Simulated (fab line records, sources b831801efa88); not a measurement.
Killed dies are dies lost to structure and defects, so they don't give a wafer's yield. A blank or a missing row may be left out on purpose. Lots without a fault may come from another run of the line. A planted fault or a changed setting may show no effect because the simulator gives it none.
fab line records | flow sfq_line
record lots=13 wafers=39 last_day=87
route steps=325 shown L0V@16 M3@119 I6@268 M7@292
lots that met no fault: from a run of the same line without faults
start_h: hours from the record's first day to the start of the lot's first wafer shown | wait_h: hours since the lot's step before | " the same as in the row above | L1.1+2: a row that stands for several wafers | - no value, or no start given | * or withheld: withheld | < > ~ a bound
route shown NAME@n: a module of which the file shows steps, and the number in the route of the first | usual: mean/standard deviation of fault-free wafers | same: alike in all rows | chamber/n: place in a boat | sites: the reading at each site | _std_site: their standard deviation | _edge_site: outer sites' mean less inner sites' | radius_mm: how far each site lies from the wafer's centre | mask NAME#n: copy n | behind: the tool/chamber that last shaped the wafer | hold: why the lot was held/for how many hours/how that ended | device: the transistor (n, p or np) that didn't switch | end of line: the same wafers' tests at the end of the route | a step without rows: its recipe alone | killed: dies lost to structure and defects at the first sort, not the wafer's yield | map: a wafer's dies, x killed, . not, _ none there
set.NAME: the setting as run; set.NAME@STEP: as run at that earlier step | model.NAME: the simulator's own value behind a step, which no gauge read
steps of the route over a sample of lots; a table a step, a row a wafer
services: from which hour (start_h, from the record's first day; less than 0 if before it) a tool's chamber was out of use, for how many hours, and why
## steps
# step SFQ_TRILAYER_L0_CAP_PECVD_011
# recipe material=SiO2 temp_c=150 time_s=13.333 pressure_torr=2.4 rf_w=183.3 precursor=SiH4/N2O target_thk_nm=60
# usual heater_power_w=87/13 susceptor_temp_C=149.98/0.14 throttle_valve_pct=24.8/1.2
# columns lot.wafer tool chamber start_h wait_h heater_power_w susceptor_temp_C throttle_valve_pct
L401.4 pecvd-02 0 79.93 0.0 81 149.91 23.6
L401.5 " 1 " " 88 149.88 24.5
L401.6 " 2 " " 68 149.98 23.6
L403.1 pecvd-04 0 94.31 0.0 85 150.07 23.2
L403.2 " 2 " " 90 149.79 25.5
L403.6 " 2 " " 73 150.26 25.5
L405.3 pecvd-02 2 103.42 0.0 68 149.97 23.8
L405.4 " 2 " " 68 149.84 23.7
L405.5 " 1 " " 95 150.07 24.4
L406.3 pecvd-03 0 111.38 0.0 80 150.02 26.5
L406.4 " 2 " " 117 150.04 24.3
L406.5 " 1 " " 71 150.18 26.5
L408.1 pecvd-04 2 124.08 0.0 89 149.89 25.7
L408.5 " 0 " " 93 150.13 23.3
L408.6 " 2 " " 73 149.83 25.7
L410.1 pecvd-02 1 132.48 0.0 95 149.89 24.6
L410.3 " 0 " " 96 149.89 23.9
L410.4 " 1 " " 93 150.02 24.6
L411.1 pecvd-04 1 141.50 0.0 81 149.81 26.4
L411.3 " 2 " " 85 150.33 25.4
L411.4 " 0 " " 92 149.91 23.5
L414.1 pecvd-04 0 158.10 0.0 95 149.98 23.5
L414.5 " 0 " " 97 150.06 23.6
L414.6 " 1 " " 75 150.27 26.2
L420.3 pecvd-04 0 198.75 0.0 92 150.14 23.4
L420.4 " 0 " " 90 150.13 23.4
L420.6 " 1 " " 84 150.02 26.3
L421.1 pecvd-02 0 204.58 0.0 98 149.96 23.9
L421.4 " 0 " " 96 149.99 24.0
L421.5 " 1 " " 90 150.12 24.8
L422.2 pecvd-03 0 212.98 0.0 68 149.85 22.7
L422.3 " 1 " " 62 149.74 23.4
L422.5 " 1 " " 63 150.04 23.3
L423.2 pecvd-02 0 220.68 0.0 96 149.95 24.0
L423.4 " 0 " " 94 150.29 24.0
L423.6 " 2 " " 78 150.15 24.1
L424.1 pecvd-04 2 225.48 0.0 85 149.92 25.4
L424.3 " 0 " " 98 149.88 23.3
L424.5 " 2 " " 85 149.95 25.4
# step SFQ_TRILAYER_M3_DEP_SPUTTER_073
# recipe material=Nb base_pressure_pa=1.33e-06 chamber_pressure_pa=0.1333 substrate_temp_c=20 resputter_cathode_voltage_v=400 target_thk_nm=200 power_w=2000 time_s=133.3
# usual throttle_valve_pct=29.9/0.91
# columns lot.wafer tool chamber start_h wait_h throttle_valve_pct
L401.4 pvd_sputter-05 - 702.23 0.0 29.3
L401.5 " - " " 29.6
L401.6 " - " " 29.5
L403.1 pvd_sputter-06 - 779.18 0.0 30.1
L403.2 " - " " 27.8
L403.6 " - " " 28.0
L405.3 pvd_sputter-05 - 783.98 0.0 29.9
L405.4 " - " " 30.2
L405.5 " - " " 30.2
L406.3 pvd_sputter-06 - 788.78 0.0 29.8
L406.4 " - " " 31.4
L406.5 " - " " 30.1
L408.1 pvd_sputter-04 - 925.55 0.0 30.3
L408.5 " - " " 28.9
L408.6 " - " " 30.3
L410.1 pvd_sputter-04 - 947.50 0.0 29.2
L410.3 " - " " 30.3
L410.4 " - " " 30.9
L411.1 pvd_sputter-06 - 965.50 0.0 30.2
L411.3 " - " " 28.1
L411.4 " - " " 31.6
L414.1 pvd_sputter-06 - 987.10 0.0 31.6
L414.5 " - " " 31.6
L414.6 " - " " 27.9
L420.3 pvd_sputter-04 - 1038.98 0.0 29.1
L420.4 " - " " 28.8
L420.6 " - " " 30.5
L421.1 pvd_sputter-04 - 1047.38 0.0 30.5
L421.4 " - " " 29.2
L421.5 " - " " 29.0
L422.2 pvd_sputter-04 - 1058.18 0.0 29.3
L422.3 " - " " 29.1
L422.5 " - " " 29.1
L423.2 pvd_sputter-04 - 1069.16 0.0 29.1
L423.4 " - " " 30.7
L423.6 " - " " 29.0
L424.1 pvd_sputter-05 - 1076.18 0.0 30.2
L424.3 " - " " 29.6
L424.5 " - " " 29.4
# step SFQ_M3_RS_MEAS_919
# recipe thk_meas_gauge=four-point-probe reads=Nb_of_TRILAYER_M3_DEP_SPUTTER_073
# usual M3_NB_RS=0.892/0.01
# columns lot.wafer tool chamber start_h wait_h hold M3_NB_RS[ohm/sq]
L401.4 film_metro-04 - 702.38 0.1 - 0.902
L401.5 " - " " - 0.922
L401.6 " - " " - 0.895
L403.1 film_metro-04 - 779.27 0.0 - 0.886
L403.2 " - " " - 0.875
L403.6 " - " " - 0.884
L405.3 film_metro-01 - 784.12 0.1 - 0.901
L405.4 " - " " - 0.887
L405.5 " - " " - 0.894
L406.3 film_metro-01 - 788.91 0.1 - 0.891
L406.4 " - " " - 0.888
L406.5 " - " " - 0.890
L408.1 film_metro-01 - 925.64 0.0 - 0.876
L408.5 " - " " - 0.899
L408.6 " - " " - 0.890
L410.1 film_metro-03 - 947.59 0.0 - 0.875
L410.3 " - " " - 0.867
L410.4 " - " " - 0.886
L411.1 film_metro-01 - 965.59 0.0 - 0.893
L411.3 " - " " - 0.886
L411.4 " - " " - 0.885
L414.1 film_metro-03 - 987.19 0.0 await_dispo/0.2h/release 0.878
L414.5 " - " " await_dispo/0.2h/release 0.880
L414.6 " - " " await_dispo/0.2h/release 1.218
L414.1 film_metro-03 - 987.48 0.3 - 0.878
L414.5 " - " " - 0.879
L414.6 " - " " - 1.220
L420.3 film_metro-03 - 1039.12 0.1 - 0.884
L420.4 " - " " - 0.897
L420.6 " - " " - 0.881
L421.1 film_metro-03 - 1047.48 0.0 - 0.878
L421.4 " - " " - 0.891
L421.5 " - " " - 0.886
L422.2 film_metro-03 - 1058.30 0.1 - 0.898
L422.3 " - " " - 0.885
L422.5 " - " " - 0.898
L423.2 film_metro-01 - 1069.27 0.1 - 0.912
L423.4 " - " " - 0.894
L423.6 " - " " - 0.907
L424.1 film_metro-04 - 1076.28 0.0 - 0.890
L424.3 " - " " - 0.893
L424.5 " - " " - 0.896
# step SFQ_TRILAYER_M3_ETCH_METAL_ETCH_078
# recipe target=Nb stop_on=SiO2 mask_material=PR chemistry=Cl2/Ar target_depth_nm=240 icp_w=600 bias_w=80 pressure_mtorr=10 time_s=120
# usual drypump_motor_current_A=5.6/0.41 he_backside_leak_sccm=3.26/0.15 oes_product_au=0.893/0.007
# columns lot.wafer tool chamber start_h wait_h drypump_motor_current_A he_backside_leak_sccm oes_product_au rf_hours_counter_h
L401.4 rie_metal-01 0 706.05 0.1 5.2 3.11 0.893 -
L401.5 " 1 " " 6.0 3.33 0.870 -
L401.6 " 0 " " 5.2 3.30 0.889 -
L403.1 rie_metal-03 0 917.33 0.0 6.2 3.52 0.901 65
L403.2 " 1 " " 4.8 3.35 0.897 13
L403.6 " 0 " " 6.2 3.50 0.900 -
L405.3 rie_metal-01 0 923.50 0.1 5.2 3.27 0.889 -
L405.4 " 1 " " 5.9 3.17 0.902 -
L405.5 " 1 " " 6.0 3.25 0.893 -
L406.3 rie_metal-01 1 928.30 0.1 6.0 3.21 0.900 -
L406.4 " 0 " " 5.2 3.09 0.895 -
L406.5 " 1 " " 5.9 3.37 0.894 -
L408.1 rie_metal-01 0 1065.75 0.1 5.2 3.35 0.912 119
L408.5 " 0 " " 5.2 3.49 0.880 -
L408.6 " 0 " " 5.2 3.42 0.892 -
L410.1 rie_metal-03 1 1088.49 0.0 4.8 3.43 0.908 38
L410.3 " 1 " " 4.8 3.53 0.904 -
L410.4 " 0 " " 6.1 3.67 0.911 -
L411.1 rie_metal-01 0 1107.65 0.0 5.2 3.38 0.887 127
L411.3 " 1 " " 6.0 3.28 0.888 -
L411.4 " 0 " " 5.2 3.34 0.897 -
L414.1 rie_metal-01 0 1138.97 0.0 5.2 3.45 0.897 131
L414.5 " 1 " " 6.0 3.21 0.901 -
L414.6 " 0 " " 5.2 3.36 0.761 -
L420.3 rie_metal-01 1 1187.82 0.1 6.0 3.13 0.898 -
L420.4 " 1 " " 6.0 3.15 0.892 -
L420.6 " 1 " " 6.0 3.23 0.894 -
L421.1 rie_metal-01 1 1196.80 0.0 5.9 3.14 0.903 17
L421.4 " 1 " " 5.9 3.24 0.902 -
L421.5 " 1 " " 5.9 3.13 0.896 -
L422.2 rie_metal-04 1 1204.10 0.1 5.7 3.24 0.889 -
L422.3 " 1 " " 5.6 3.27 0.901 -
L422.5 " 1 " " 5.7 3.28 0.884 -
L423.2 rie_metal-03 1 1211.20 0.0 4.8 3.13 0.885 52
L423.4 " 1 " " 4.8 3.24 0.895 -
L423.6 " 0 " " 6.2 3.78 0.891 -
L424.1 rie_metal-01 0 1212.40 0.0 5.2 3.07 0.883 4
L424.3 " 1 " " 6.0 3.19 0.893 -
L424.5 " 1 " " 6.0 3.15 0.887 -
# step SFQ_I6_BOW_MEAS_941
# recipe mode=bow
# usual I6_BOW=8/8.8
# columns lot.wafer tool chamber start_h wait_h I6_BOW[um]
L401.4 film_metro-03 - 1723.37 2.1 11
L401.5 " - " " 9
L401.6 " - " " 9
L403.1 film_metro-03 - 1781.93 2.5 0
L403.2 " - " " 9
L403.6 " - " " -4
L405.3 film_metro-01 - 1789.57 1.0 7
L405.4 " - " " 1
L405.5 " - " " 7
L406.3 film_metro-01 - 1792.57 2.0 4
L406.4 " - " " 6
L406.5 " - " " 0
L408.1 film_metro-03 - 1802.93 2.0 7
L408.5 " - " " -3
L408.6 " - " " -1
L410.1 film_metro-01 - 1808.11 2.5 19
L410.3 " - " " -1
L410.4 " - " " 0
L411.1 film_metro-01 - 1812.98 1.0 -5
L411.3 " - " " -1
L411.4 " - " " 0
L414.1 film_metro-01 - 1832.11 2.0 14
L414.5 " - " " 24
L414.6 " - " " 14
L420.3 film_metro-01 - 1850.15 1.0 15
L420.4 " - " " 16
L420.6 " - " " 26
L421.1 film_metro-04 - 1851.98 2.5 -4
L421.4 " - " " 5
L421.5 " - " " 12
L422.2 film_metro-01 - 1853.13 2.0 8
L422.3 " - " " 18
L422.5 " - " " 10
L423.2 film_metro-03 - 1856.06 2.0 -9
L423.4 " - " " 7
L423.6 " - " " 7
L424.1 film_metro-04 - 1859.04 1.5 10
L424.3 " - " " 5
L424.5 " - " " 12
# step SFQ_TRILAYER_M7_BARC_OPEN_METAL_ETCH_229
# recipe mask_material=PR chemistry=O2 target_depth_nm=125 target=BARC icp_w=600 bias_w=80 pressure_mtorr=10 time_s=41.7
# usual drypump_motor_current_A=5.65/0.14 he_backside_leak_sccm=3.24/0.19 oes_product_au=0.685/0.0047
# columns lot.wafer tool chamber start_h wait_h drypump_motor_current_A he_backside_leak_sccm oes_product_au rf_hours_counter_h
L401.4 rie_metal-01 1 1914.49 0.0 5.97 3.40 0.681 -
L401.5 " 0 " " 5.22 3.33 0.689 -
L401.6 " 1 " " 5.98 3.28 0.687 -
L403.1 rie_metal-02 1 1966.25 0.0 5.81 3.00 0.690 29
L403.2 " 0 " " 5.59 3.44 0.678 105
L403.6 " 0 " " 5.60 3.41 0.684 -
L405.3 rie_metal-02 0 1973.47 0.0 5.58 3.36 0.688 -
L405.4 " 1 " " 5.75 3.36 0.690 -
L405.5 " 1 " " 5.76 3.12 0.684 -
L406.3 rie_metal-02 1 1977.07 0.0 5.81 3.16 0.684 -
L406.4 " 0 " " 5.57 3.36 0.686 -
L406.5 " 1 " " 5.82 3.14 0.688 -
L408.1 rie_metal-02 1 1988.65 0.0 5.80 2.96 0.689 33
L408.5 " 0 " " 5.60 3.46 0.688 -
L408.6 " 1 " " 5.80 3.28 0.685 -
L410.1 rie_metal-02 0 1993.45 0.0 5.58 3.24 0.688 111
L410.3 " 0 " " 5.57 3.27 0.677 -
L410.4 " 1 " " 5.79 3.22 0.684 -
L411.1 rie_metal-02 1 1997.05 0.0 5.77 3.07 0.687 35
L411.3 " 0 " " 5.58 3.23 0.694 -
L411.4 " 1 " " 5.74 2.93 0.682 -
L414.1 rie_metal-02 0 2016.05 0.0 5.59 3.35 0.687 114
L414.5 " 1 " " 5.79 3.11 0.689 -
L414.6 " 0 " " 5.57 3.14 0.684 -
L420.3 rie_metal-02 0 2040.82 0.0 5.60 3.35 0.687 -
L420.4 " 1 " " 5.75 3.26 0.686 -
L420.6 " 0 " " 5.60 3.36 0.683 -
L421.1 rie_metal-04 0 2043.20 0.0 5.57 3.26 0.687 119
L421.4 " 1 " " 5.67 3.29 0.688 -
L421.5 " 0 " " 5.57 3.30 0.680 -
L422.2 rie_metal-04 0 2045.60 0.0 5.59 3.34 0.690 119
L422.3 " 0 " " 5.59 3.28 0.691 -
L422.5 " 1 " " 5.66 3.34 0.691 -
L423.2 rie_metal-02 0 2046.80 0.0 5.59 3.47 0.692 120
L423.4 " 1 " " 5.79 3.17 0.688 -
L423.6 " 1 " " 5.81 3.49 0.681 -
L424.1 rie_metal-04 0 2050.40 0.0 5.55 3.27 0.691 120
L424.3 " 1 " " 5.67 3.39 0.687 -
L424.5 " 0 " " 5.53 3.26 0.689 -
## services
# columns tool chamber start_h hours kind
rie_metal-01 1 314.23 14.9 repair
rie_metal-02 - 372.10 15.6 pm
rie_metal-01 0 403.58 17.5 repair
rie_metal-01 0 435.32 2.9 repair
rie_metal-01 1 469.18 1.5 repair
rie_metal-01 1 566.09 3.0 repair
rie_metal-02 0 613.12 20.0 repair
rie_metal-01 - 637.56 1.4 pm
rie_metal-02 - 698.30 4.0 repair
rie_metal-02 1 705.03 4.9 repair
rie_metal-01 - 725.69 1.1 repair
rie_metal-02 1 911.86 9.9 repair
rie_metal-01 - 912.48 0.6 repair
rie_metal-02 - 948.83 2.8 pm
rie_metal-01 0 964.48 3.1 repair
rie_metal-01 1 996.87 20.7 repair
rie_metal-01 - 1115.71 0.1 repair
rie_metal-01 - 1241.57 1.2 repair
rie_metal-01 - 1330.73 0.8 repair
rie_metal-01 0 1364.01 4.2 repair
rie_metal-01 - 1463.67 14.6 pm
rie_metal-01 - 1558.18 2.8 pm
rie_metal-01 1 1670.83 3.3 repair
rie_metal-01 1 1717.00 2.7 repair
## key
first_sign step=SFQ_M3_RS_MEAS_919 reading=visit direction=added
effect step=SFQ_M3_RS_MEAS_919 reading=M3_NB_RS direction=up sigmas=32 usual=0.892 struck=1.218
effect step=SFQ_TRILAYER_M3_ETCH_METAL_ETCH_078 reading=oes_product_au direction=down sigmas=19 usual=0.893 struck=0.761
met_at SFQ_TRILAYER_M3_DEP_SPUTTER_073
struck_lots L414
struck_wafers L414.6
not_acting_at SFQ_TRILAYER_L0_CAP_PECVD_011,SFQ_I6_BOW_MEAS_941,SFQ_TRILAYER_M7_BARC_OPEN_METAL_ETCH_229
onset_between 965.50 987.10
fault kind=process_parameter_drift tool=pvd_sputter-06 chamber=- onset_h=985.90 steps=SFQ_TRILAYER_M3_DEP_SPUTTER_073 channel=time_s offset=* shape=step end_h=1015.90 scope=struck_wafers_only acts_in=* stated=*
